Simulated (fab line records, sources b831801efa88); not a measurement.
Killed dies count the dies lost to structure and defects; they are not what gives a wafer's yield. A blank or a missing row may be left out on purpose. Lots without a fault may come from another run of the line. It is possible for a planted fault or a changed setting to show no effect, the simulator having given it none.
A struck lot beside a sound one || flow gf180mcu || 16 steps out of a route of 602
Sound: the wafers L500.2, L500.5, L500.6. Struck: wafer L509.5. (L509.2, L509.4 of the same lot were not struck and are left out.) The cause comes at the end.
For every step that has rows: the tool of each side, followed by ch and its chambers, followed by its first start. Under that, the readings that differ: sound wafers || struck wafers || difference of the means || sigmas: that difference in standard deviations of wafers without a fault.
alike: a reading whose means differ by less than 2 such deviations, as well as words and numbers matching on both sides. not compared: withheld readings; readings where some wafer has no value; bounds like >300 that might hide an equal value; numbers whose values overlap and for which the record gives no deviation.
Wherever a step has rows on one side only, a row that says differs or no value, or a row with sigmas, the two part there. When numbers do not overlap yet have no deviation, they are printed without sigmas and do not part them. A reading missing from all wafers of one side parts the sides only when that side holds two or more wafers.

first, 3 steps without rows for these wafers: GF_PSD_EXPOSE_04 (exposes mask Pplus, target cd 400 nm); GF_PSD_PEB_05; GF_PSD_DEVELOP_06 (develop time 60 s).
GF_PSD_CD_MEAS_07: the cd target is 400 nm.
  sound on cdSem-02 at day 16 08:11; struck on cdSem-02 at day 19 21:32
  alike: cdNm
GF_PSD_OVL_MEAS_08:
  sound on overlay-01 at day 16 08:18; struck on overlay-01 at day 19 21:39
{"reading": "PSD_OVL (nm)", "sound": "-3.4 -3.7 -3.3", "struck": 2.8, "difference": "+6.3", "sigmas": "+4"}
then, 1 step without rows for these wafers: GF_PSD_IMPLANT_09.
GF_PSD_STRIP_10: strips in O2/N2.
  sound on plasmaAsher-01 ch 0,1, day 16 08:29; struck on plasmaAsher-02 ch 1, day 19 21:50
  alike: drypumpMotorCurrentA, heaterPowerW, o2FlowSccm, oesProductAu, stripTimeToEndpointS
  not compared: rfHoursCounterH
GF_PSD_TW_MEAS_11:
  sound on filmMetro-02 at day 16 08:35; struck on filmMetro-03 at day 19 21:56
  alike: PSD_TW
then, 1 step without rows for these wafers: GF_PSD_CLEAN_12 (cleans in SC1/SC2, time 150 s).
GF_PSD_RTA_13: time 20 s.
  sound on rtpAnneal-01 ch 0, day 16 08:42; struck on rtpAnneal-01 ch 0, day 19 22:04
  alike: lampPowerPct, wafer_temp_C_max
GF_PSD_RS_MEAS_14: measurement is done with a four-point probe.
  sound on filmMetro-01 at day 16 08:47; struck on filmMetro-02 at day 19 22:09
  alike: NSD_RS
GF_PSD_RS_MEAS_15: measurement is done with a four-point probe.
  sound on filmMetro-01 at day 16 08:55; struck on filmMetro-02 at day 19 22:16
{"reading": "PSD_RS (ohm/sq)", "sound": "108.95 108.80 108.79", "struck": 108.24, "difference": -0.61, "sigmas": -2}
GF_SAB_CVD_00: deposits SiO2 from TEOS, target thk 50 nm, time 4.9302 s.
  sound on pecvd-04 ch 0,1,2, day 16 09:01; struck on pecvd-04 ch 0, day 19 22:22
  alike: heaterPowerW
GF_SAB_THK_MEAS_01:
  sound on filmMetro-04 at day 16 09:02; struck on filmMetro-04 at day 19 22:24
{"reading": "SAB_CVD_00_THK (nm)", "sound": "49.8 50.2 50.4", "struck": 44.8, "difference": -5.3, "sigmas": -8}
then, 1 step without rows for these wafers: GF_SAB_DEHYDRATE_02 (time 60 s).
-- the record jumps here: 14 days lie between the struck wafers' starts before and after (it left off in module SAB and takes up again in module PASSIVATION, whose first step shown is number 602 of the route) --
GF_PASSIVATION_PROBE_99:
  rows exist in the record for the struck wafers here (prober-02, day 33 11:02), but not for the sound ones

WHERE THEY PART
First at GF_PSD_OVL_MEAS_08; last, within this record, at GF_PASSIVATION_PROBE_99.

WHY: what the simulator had put in
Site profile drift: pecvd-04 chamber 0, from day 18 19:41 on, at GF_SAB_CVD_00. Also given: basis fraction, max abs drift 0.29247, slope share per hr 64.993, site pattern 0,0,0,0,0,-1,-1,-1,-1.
